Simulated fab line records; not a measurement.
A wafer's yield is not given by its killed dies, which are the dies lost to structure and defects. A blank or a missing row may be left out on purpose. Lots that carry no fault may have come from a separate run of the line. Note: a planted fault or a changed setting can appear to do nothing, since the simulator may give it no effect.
Split-lot experiment    flow sky130    23 wafers read from 5 lots, route of 708 steps

SPLIT DETAILS
At SKY_VT_ADJUST_HVTR_EXPOSE_04 (exposes mask HVTRM, target cd 380 nm), the setting dose_mj was moved away from the recipe's 150 on 4 of the 23 wafers read, by +6.1% to +6.9%. For the rest of the wafers, this setting stayed at what the recipe calls for.

FROM THE SPLIT TO THE READING: what the file shows between them, 2 steps
- SKY_VT_ADJUST_HVTR_PEB_05
- SKY_VT_ADJUST_HVTR_DEVELOP_06: develop time 60 s

THE READING
cd_nm at SKY_VT_ADJUST_HVTR_CD_MEAS_07, given in nm (cd target 380 nm). Typical for fault-free wafers on this fab line: 379.5 nm, with standard deviation 2.5 nm.

wafer   tool, chamber at the split  dose_mj as run  against the recipe  cd_nm, nm  against lot-mates on the recipe
L074.1  iline_stepper-01, 0         150             recipe              381.7      -
L074.2  iline_stepper-01, 0         150             recipe              378.0      -
L074.4  iline_stepper-01, 0         150             recipe              381.3      -
L074.5  iline_stepper-01, 0         150             recipe              381.9      -
L074.6  iline_stepper-01, 0         150             recipe              381.2      -
L078.1  iline_stepper-01, 0         150             recipe              379.9      -
L078.2  iline_stepper-01, 0         150             recipe              378.0      -
L078.3  iline_stepper-01, 0         160.4           +6.9%               400.1      +21.0
L078.5  iline_stepper-01, 0         150             recipe              379.4      -
L078.6  iline_stepper-01, 0         160.4           +6.9%               400.8      +21.7
L079.1  iline_stepper-01, 0         150             recipe              378.9      -
L079.4  iline_stepper-01, 0         150             recipe              376.3      -
L079.5  iline_stepper-01, 0         150             recipe              377.5      -
L080.1  iline_stepper-02, 0         150             recipe              380.6      -
L080.2  iline_stepper-02, 0         150             recipe              381.4      -
L080.4  iline_stepper-02, 0         150             recipe              379.8      -
L080.5  iline_stepper-02, 0         150             recipe              380.8      -
L080.6  iline_stepper-02, 0         150             recipe              378.5      -
L082.2  iline_stepper-02, 0         150             recipe              385.9      -
L082.3  iline_stepper-02, 0         150             recipe              384.8      -
L082.4  iline_stepper-02, 0         159.1           +6.1%               402.0      +16.8
L082.5  iline_stepper-02, 0         159.1           +6.1%               399.1      +13.9
L082.6  iline_stepper-02, 0         150             recipe              384.9      -

FIT RESULTS
A straight line over all 23 wafers: cd_nm changes by +3.05 nm for each +1% of dose_mj; r = +0.95; the points scatter about the line by 2.5 nm.
The same after taking each lot's own level away (the mean of its wafers on the recipe; 23 wafers): +2.85 nm for each +1%; r = +0.98; scatter 1.4 nm.
On that fit, the largest move of dose_mj shifts the reading by 20 nm.
Measured against the standard deviation above, the lots' own levels, which go from 377.57 to 385.20 nm, span 3.1 times it.
The two slopes agree, so the slope changes little with the lot-to-lot level.
Check: +19.2 nm against its lot-mates is what the line predicts for one of the wafers moved furthest among these (+6.9%) when that wafer is left out of the fit. Against them it came out at +21 nm.

OTHER SPLITS APPLIED TO THESE WAFERS
Note: prior to the reading, these wafers also went through further splits. Each is held against what the fit with the lots' levels taken away leaves over:
other split on the same wafers            wafers away from the commonest value  r with cd_nm (lot level and that fit taken away)
SKY_FIELD_ISO_CVD_03 time_s               15                                    -0.31
SKY_FIELD_ISO_ETCH_15 time_s              10                                    -0.05
SKY_DNWELL_COAT_02 spin_rpm               10                                    +0.26
SKY_PWDE_COAT_02 resist_thk_nm            7                                     +0.21
SKY_NWELL_COAT_18 resist_thk_nm           11                                    -0.12
SKY_NWELL_IMPLANT_24 dose_cm2             9                                     +0.12
SKY_VT_ADJUST_HVTP_IMPLANT_09 energy_kev  7                                     +0.27
SKY_VT_ADJUST_LVTN_COAT_13 resist_thk_nm  6                                     -0.29
SKY_VT_ADJUST_LVTN_DEVELOP_17 dev_temp_c  11                                    -0.33

THE FILE'S OWN FIT
cd_nm changes by +2.85 nm for each +1% of dose_mj, r = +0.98.
